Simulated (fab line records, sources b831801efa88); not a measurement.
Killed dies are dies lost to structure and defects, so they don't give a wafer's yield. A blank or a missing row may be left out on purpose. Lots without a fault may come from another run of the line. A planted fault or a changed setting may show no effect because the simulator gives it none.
Which tool did it? | flow sky130 | 6 lots, 18 wafers sampled, at 2 steps of a route of 708

WHAT THE GAUGES READ, wafer by wafer
SKY_VIA2_OVL_MEAS_13.
lot  | measured     | on         | VIA2_OVL (nm)
L756 | day 38 00:05 | overlay-01 | 3 -5 5
L758 | day 38 10:27 | overlay-02 | -5 -3 -4
L760 | day 39 03:33 | overlay-02 | 12 8 2
L769 | day 41 22:47 | overlay-02 | 7 5 0
L771 | day 42 01:33 | overlay-02 | 3 -3 0
L773 | day 42 11:28 | overlay-01 | -1 2 -2

WHICH TOOL RAN EACH LOT (tool, then ch and the chambers of the sampled wafers, then the start)
lot  | SKY_SONOS_ONO_STRIP_17
L756 | plasma_asher-01 ch 0,1, day 14 04:20
L758 | plasma_asher-01 ch 0,1, day 14 19:49
L760 | plasma_asher-01 ch 0,1, day 15 17:01
L769 | plasma_asher-01 ch 0,1, day 18 12:40
L771 | plasma_asher-03 ch 0,1, day 19 06:55
L773 | plasma_asher-01 ch 0,1, day 19 21:49
- SKY_SONOS_ONO_STRIP_17: strips in O2/N2.

THE ANSWER, worked out from the rows above alone
Rule: what is usual is taken from the lots themselves. Put in order of their means at a reading, lots are off if they are a third of the lots or fewer, leave a main group of 4 or more, and stand apart from it by a gap of 3 or more times the standard deviation of the main group's means; of several such gaps the widest counts. A main group whose means are all the same, to the digits that the tables above print for the reading, isn't used. A lot without any number at a reading at which 4 lots or more have one is off too. The other lots that the step has rows for count as sound.
No lot is off at any reading shown: from this, nothing can be told.

WHAT THE SIMULATOR HAD PUT IN
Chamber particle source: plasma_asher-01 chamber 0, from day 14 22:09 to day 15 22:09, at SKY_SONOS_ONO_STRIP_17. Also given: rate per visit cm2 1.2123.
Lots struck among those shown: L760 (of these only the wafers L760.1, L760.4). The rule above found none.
